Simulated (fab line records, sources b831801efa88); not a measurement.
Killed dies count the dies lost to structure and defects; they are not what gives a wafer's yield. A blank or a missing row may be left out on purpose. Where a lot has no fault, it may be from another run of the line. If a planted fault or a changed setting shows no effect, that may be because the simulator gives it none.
Chamber matching | flow sky130 | SKY_CONTACT_ETCH_16 on rieDiel-04 has 4 sister chambers
The step etches BARC in N2/H2, stops on SiO2, time 45.9 s, target depth 60 nm. 24 wafers are shown with their chamber, then 12 later ones without.

## WAFERS, EACH WITH ITS CHAMBER
wafer  | chamber | rfFwdPowerW (W) | throttleValvePct (%) | oesProductAu (a.u.)
L074.1 | 3       | 494.9           | 13.223               | 0.862
L074.3 | 0       | 492.5           | 13.246               | 0.857
L074.4 | 0       | 495.1           | 13.232               | 0.851
L076.3 | 0       | 494.6           | 13.219               | 0.850
L076.5 | 2       | 498.4           | 13.231               | 0.860
L076.6 | 3       | 498.1           | 13.227               | 0.850
L077.1 | 0       | 491.7           | 13.247               | 0.849
L077.5 | 0       | 491.8           | 13.234               | 0.863
L077.6 | 3       | 493.9           | 13.215               | 0.855
L081.1 | 0       | 496.3           | 13.208               | 0.857
L081.3 | 2       | 498.9           | 13.220               | 0.855
L081.4 | 1       | 495.9           | 13.229               | 0.853
L083.2 | 0       | 491.9           | 13.225               | 0.851
L083.3 | 3       | 497.2           | 13.228               | 0.850
L083.4 | 2       | 497.1           | 13.224               | 0.848
L086.2 | 3       | 497.4           | 13.219               | 0.858
L086.4 | 1       | 494.5           | 13.214               | 0.853
L086.5 | 1       | 493.6           | 13.239               | 0.867
L088.3 | 2       | 498.3           | 13.224               | 0.859
L088.4 | 0       | 494.1           | 13.226               | 0.850
L088.5 | 1       | 495.8           | 13.222               | 0.848
L091.1 | 0       | 495.7           | 13.238               | 0.856
L091.4 | 2       | 501.0           | 13.229               | 0.846
L091.5 | 0       | 493.7           | 13.226               | 0.850

SIGNATURES (means of the wafers above)
reading          | chamber 0 | chamber 1 | chamber 2 | chamber 3 | scatter within a chamber
rfFwdPowerW      | 493.740   | 494.950   | 498.740   | 496.300   | 1.59
throttleValvePct | 13.23010  | 13.22600  | 13.22560  | 13.22240  | 0.00955
oesProductAu     | 0.85340   | 0.85525   | 0.85360   | 0.85500   | 0.00575
Rule: a wafer's distance from a chamber is the root of the sum, over the readings, of the square of ((its reading less the chamber's mean) divided by the reading's scatter). If the next closest chamber is less than 2 further off than the closest, the wafer can't be placed; otherwise it belongs to the closest. How the scatter is found: for the shown wafers, subtract from each reading the mean of its chamber, square and add these, divide the total by (wafers less chambers), then take the root.

## WAFERS MISSING THEIR CHAMBER
wafer  | rfFwdPowerW (W) | throttleValvePct (%) | oesProductAu (a.u.)
L093.1 | 494.3           | 13.240               | 0.849
L093.2 | 495.9           | 13.223               | 0.852
L093.5 | 496.3           | 13.240               | 0.855
L094.1 | 496.2           | 13.225               | 0.852
L094.5 | 494.3           | 13.219               | 0.850
L094.6 | 492.9           | 13.225               | 0.853
L095.1 | 496.1           | 13.226               | 0.859
L095.3 | 495.3           | 13.231               | 0.858
L095.4 | 500.1           | 13.223               | 0.857
L096.1 | 493.2           | 13.238               | 0.854
L096.2 | 495.0           | 13.242               | 0.854
L096.5 | 495.6           | 13.239               | 0.855

## WHICH CHAMBER EACH ONE RAN IN
wafer  | from the rows above               | in truth
L093.1 | can't be placed: 0 or 1 or 3 or 2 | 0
L093.2 | can't be placed: 3 or 1 or 0 or 2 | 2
L093.5 | can't be placed: 1 or 3 or 0 or 2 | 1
L094.1 | can't be placed: 3 or 1 or 2 or 0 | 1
L094.5 | can't be placed: 1 or 0 or 3 or 2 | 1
L094.6 | can't be placed: 0 or 1 or 3      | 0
L095.1 | can't be placed: 3 or 1 or 0 or 2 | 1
L095.3 | can't be placed: 1 or 3 or 0 or 2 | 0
L095.4 | can't be placed: 2 or 3           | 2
L096.1 | can't be placed: 0 or 1 or 3      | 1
L096.2 | can't be placed: 0 or 1 or 3 or 2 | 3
L096.5 | can't be placed: 1 or 0 or 3 or 2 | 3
Correct placement for 0 of the 12. Can't be placed from these rows: 12 (the true chamber is among the candidates in 12). Placed wrongly: 0.
